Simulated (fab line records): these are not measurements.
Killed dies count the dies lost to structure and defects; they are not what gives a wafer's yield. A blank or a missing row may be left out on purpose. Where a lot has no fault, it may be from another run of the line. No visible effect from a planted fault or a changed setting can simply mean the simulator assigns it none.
Which tool did it? | flow sky130 | 12 lots, 36 wafers sampled, at 3 steps of a route of 708

== WHAT THE GAUGES SHOWED, per wafer ==
SKY_METAL3_CD_MEAS_13: target cd 300 nm.
lot  | measured     | on        | cd nm (nm)
L244 | day 38 21:05 | cd sem-02 | 303.7 302.0 302.2
L245 | day 38 21:11 | cd sem-02 | 300.0 302.3 301.0
L246 | day 39 07:01 | cd sem-01 | 301.2 301.1 302.3
L247 | day 39 07:15 | cd sem-02 | 300.6 299.9 299.7
L248 | day 40 00:40 | cd sem-02 | 300.5 299.4 299.8
L251 | day 40 14:01 | cd sem-02 | 301.2 299.9 300.8
L250 | day 40 15:11 | cd sem-02 | 300.9 301.1 300.5
L253 | day 41 00:19 | cd sem-02 | 295.7 298.4 298.8
L258 | day 42 07:38 | cd sem-01 | 300.8 300.5 300.8
L261 | day 43 15:23 | cd sem-01 | 300.4 299.0 299.8
L262 | day 43 21:22 | cd sem-02 | 299.8 300.5 300.9
L264 | day 44 00:22 | cd sem-02 | 300.3 301.3 299.2

== TOOL THAT RAN EACH LOT (tool first, then ch and the chambers of the sampled wafers, then the start) ==
lot  | SKY_CAPM_METAL_ETCH_13            | SKY_CAPM_STRIP_14
L244 | rie metal-02 ch 0,1, day 37 18:35 | plasma asher-01 ch 0,1, day 37 18:40
L245 | rie metal-03 ch 0,1, day 37 18:43 | plasma asher-04 ch 0,1, day 37 18:47
L246 | rie metal-01 ch 0,1, day 38 04:44 | plasma asher-04 ch 0,1, day 38 04:49
L247 | rie metal-03 ch 0,1, day 38 05:25 | plasma asher-01 ch 0,1, day 38 05:31
L248 | rie metal-03 ch 0,1, day 38 23:06 | plasma asher-02 ch 0,1, day 38 23:11
L251 | rie metal-01 ch 1, day 39 12:12   | plasma asher-04 ch 0, day 39 12:21
L250 | rie metal-02 ch 0,1, day 39 14:04 | plasma asher-01 ch 0,1, day 39 14:08
L253 | rie metal-03 ch 0,1, day 40 00:14 | plasma asher-01 ch 0,1, day 40 00:19
L258 | rie metal-03 ch 0,1, day 41 08:16 | plasma asher-04 ch 1, day 41 08:20
L261 | rie metal-03 ch 1, day 42 16:15   | plasma asher-02 ch 0,1, day 42 16:20
L262 | rie metal-02 ch 0, day 42 21:30   | plasma asher-02 ch 0,1, day 42 21:39
L264 | rie metal-02 ch 0,1, day 43 01:09 | plasma asher-01 ch 0,1, day 43 01:14
- SKY_CAPM_METAL_ETCH_13: etches TiN in Cl2/BCl3, stops on SiO2, target depth 220 nm, time 62.9 s.
- SKY_CAPM_STRIP_14: strips in O2/N2.

== AS READ BY THE TOOLS THEMSELVES (means over the sampled wafers that have a number; for cases with no such wafer, the mark the record gives instead) ==
SKY_CAPM_METAL_ETCH_13.
lot  | tool         | drypump motor current A (A) | oes product au (a.u.) | throttle valve pct (%)
L244 | rie metal-02 | 6.2                         | 0.934                 | 21.905
L245 | rie metal-03 | 5.5                         | 0.929                 | 21.903
L246 | rie metal-01 | 6.1                         | 0.938                 | 21.900
L247 | rie metal-03 | 5.5                         | 0.938                 | 21.908
L248 | rie metal-03 | 5.5                         | 0.930                 | 21.903
L251 | rie metal-01 | 6.3                         | 0.951                 | 21.899
L250 | rie metal-02 | 6.2                         | 0.940                 | 21.904
L253 | rie metal-03 | 5.5                         | 0.950                 | 21.901
L258 | rie metal-03 | 5.5                         | 0.935                 | 21.908
L261 | rie metal-03 | 5.4                         | 0.942                 | 21.900
L262 | rie metal-02 | 6.2                         | 0.941                 | 21.896
L264 | rie metal-02 | 6.1                         | 0.935                 | 21.918

SKY_CAPM_STRIP_14.
lot  | tool            | drypump motor current A (A) | oes product au (a.u.) | strip time to endpoint s (s)
L244 | plasma asher-01 | 5.05                        | 0.716                 | 12.67
L245 | plasma asher-04 | 5.30                        | 0.706                 | 12.68
L246 | plasma asher-04 | 5.29                        | 0.709                 | 12.66
L247 | plasma asher-01 | 5.07                        | 0.716                 | 12.72
L248 | plasma asher-02 | 5.42                        | 0.712                 | 12.63
L251 | plasma asher-04 | 5.11                        | 0.712                 | 12.61
L250 | plasma asher-01 | 5.03                        | 0.715                 | 12.66
L253 | plasma asher-01 | 5.03                        | 0.716                 | 12.67
L258 | plasma asher-04 | 5.39                        | 0.707                 | 12.65
L261 | plasma asher-02 | 5.18                        | 0.713                 | 12.72
L262 | plasma asher-02 | 5.43                        | 0.710                 | 12.72
L264 | plasma asher-01 | 5.06                        | 0.705                 | 12.69

== THE ANSWER, worked out from the rows above alone ==
Rule: what is usual is taken from the lots themselves. Put in order of their means at a reading, lots are off if they are a third of the lots or fewer, leave a main group of 4 or more, and stand apart from it by a gap of 3 or more times the standard deviation of the main group's means; of several such gaps the widest counts. A main group whose means are all the same, to the digits that the tables above print for the reading, isn't used. A lot without any number at a reading at which 4 lots or more have one is off too. All remaining lots with rows at the step are treated as sound. After the gauges, taken in route order, come the tools' own readings; for these a lot's mean is taken, as printed above. At the first step where some lot is off, the reading lying furthest off is the one used; lots without a number count as furthest.
None of the lots is off at any reading shown; this tells nothing.

== WHAT THE SIMULATOR PUT IN ==
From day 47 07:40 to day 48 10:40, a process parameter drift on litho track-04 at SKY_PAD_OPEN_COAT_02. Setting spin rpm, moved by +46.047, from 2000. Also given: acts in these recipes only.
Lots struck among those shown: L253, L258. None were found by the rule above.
